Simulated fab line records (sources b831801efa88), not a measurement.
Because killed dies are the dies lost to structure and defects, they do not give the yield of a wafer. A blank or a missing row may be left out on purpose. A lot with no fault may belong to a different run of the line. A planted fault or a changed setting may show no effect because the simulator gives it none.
2 desks looking at one fault :: flow gf180mcu :: each desk holds nothing but its own numbers, with what lay behind them at the end

FROM THE METROLOGY DESK
What the gauges read for every lot (on any tool): the sampled wafers with a number, averaged. Marked OUT: a lot whose mean sits more than 4 standard deviations from the usual mean, which makes it out of limits; the brackets give that distance.
Columns: A = HV_LDD_02_OVL at GF_HV_LDD_OVL_MEAS_32, usual 0.1 nm; B = PSD_TW at GF_PSD_TW_MEAS_11, usual 3130; C = NSD_RS at GF_PSD_RS_MEAS_14, usual 46.14 ohm/sq; D = PSD_RS at GF_PSD_RS_MEAS_15, usual 108.61 ohm/sq
lot: L833
first seen here: day 12 17:07
A: -1.8
B: 3140
C: 42.82 (-36) OUT
D: 99.68 (-31) OUT

lot: L834
first seen here: day 13 03:08
A: -1.3
B: 3151
C: 43.11 (-33) OUT
D: 99.96 (-30) OUT

lot: L841
first seen here: day 15 00:19
A: -1.2
B: 3153
C: 46.14
D: 108.84

lot: L842
first seen here: day 15 21:45
A: -0.2
B: 3102
C: 46.22
D: 108.84

lot: L843
first seen here: day 16 03:47
A: 1.8
B: 3105
C: 46.21
D: 108.56

lot: L844
first seen here: day 16 13:35
A: -1.4
B: 3150
C: 46.16
D: 108.74

lot: L845
first seen here: day 16 19:52
A: -1.1
B: 3155
C: 46.04
D: 107.99

lot: L846
first seen here: day 17 19:29
A: 0.2
B: 3120
C: 46.25
D: 108.68

lot: L847
first seen here: day 18 05:49
A: 0.0
B: 3073
C: 46.16
D: 108.73

lot: L848
first seen here: day 18 06:10
A: 0.8
B: 3152
C: 46.23
D: 108.86

lot: L850
first seen here: day 18 20:02
A: 0.9
B: 3067
C: 46.15
D: 108.47

lot: L849
first seen here: day 19 00:46
A: -1.8
B: 3157
C: 46.04
D: 108.24
Per this desk, out of limits: L833, L834; the first was L833, day 15 12:02 (NSD_RS at GF_PSD_RS_MEAS_14). L841, L842, L843, L844, L845, L846, L847, L848, L850, L849: within limits.

THE TOOL OWNER'S DESK: rtp_anneal-01
Per lot that ran on this tool, the mean of the sampled wafers carrying a number, from the tool's own readings at GF_PSD_RTA_13 (time 20 s). Marked OUT: a lot whose mean sits more than 4 standard deviations from the usual mean, which makes it out of limits; the brackets give that distance.
Columns: A = lamp_power_pct at GF_PSD_RTA_13, usual 39.2 %; B = wafer_temp_C_max at GF_PSD_RTA_13, usual 1028.8
lot: L833
first seen here: day 15 11:57
A: 43.8
B: 1027.9

lot: L834
first seen here: day 15 23:02
A: 43.9
B: 1028.3

lot: L842
first seen here: day 18 23:55
A: 41.4
B: 1028.5

lot: L843
first seen here: day 19 05:46
A: 41.5
B: 1028.6

lot: L846
first seen here: day 20 23:05
A: 41.4
B: 1028.5

lot: L847
first seen here: day 21 09:58
A: 41.5
B: 1028.6

lot: L848
first seen here: day 21 10:37
A: 41.5
B: 1028.1
Finding of this desk: none of the 7 lots has anything out of limits.

PUT TOGETHER
Metrology desk: alarm possible at day 15 12:02 on L833, L834.
Nothing out of limits was seen by the tool owner's desk.
The tool owner's desk has L833, L834 on record, within its limits.
Of the lots named, all ran GF_PSD_RTA_13 on rtp_anneal-01.

WHAT THE SIMULATOR HAD INSERTED
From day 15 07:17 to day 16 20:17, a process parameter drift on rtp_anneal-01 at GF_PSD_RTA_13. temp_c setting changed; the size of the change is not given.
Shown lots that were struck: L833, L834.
Delay in hours, fault start to first out-of-limits reading, per desk: metrology desk 5.
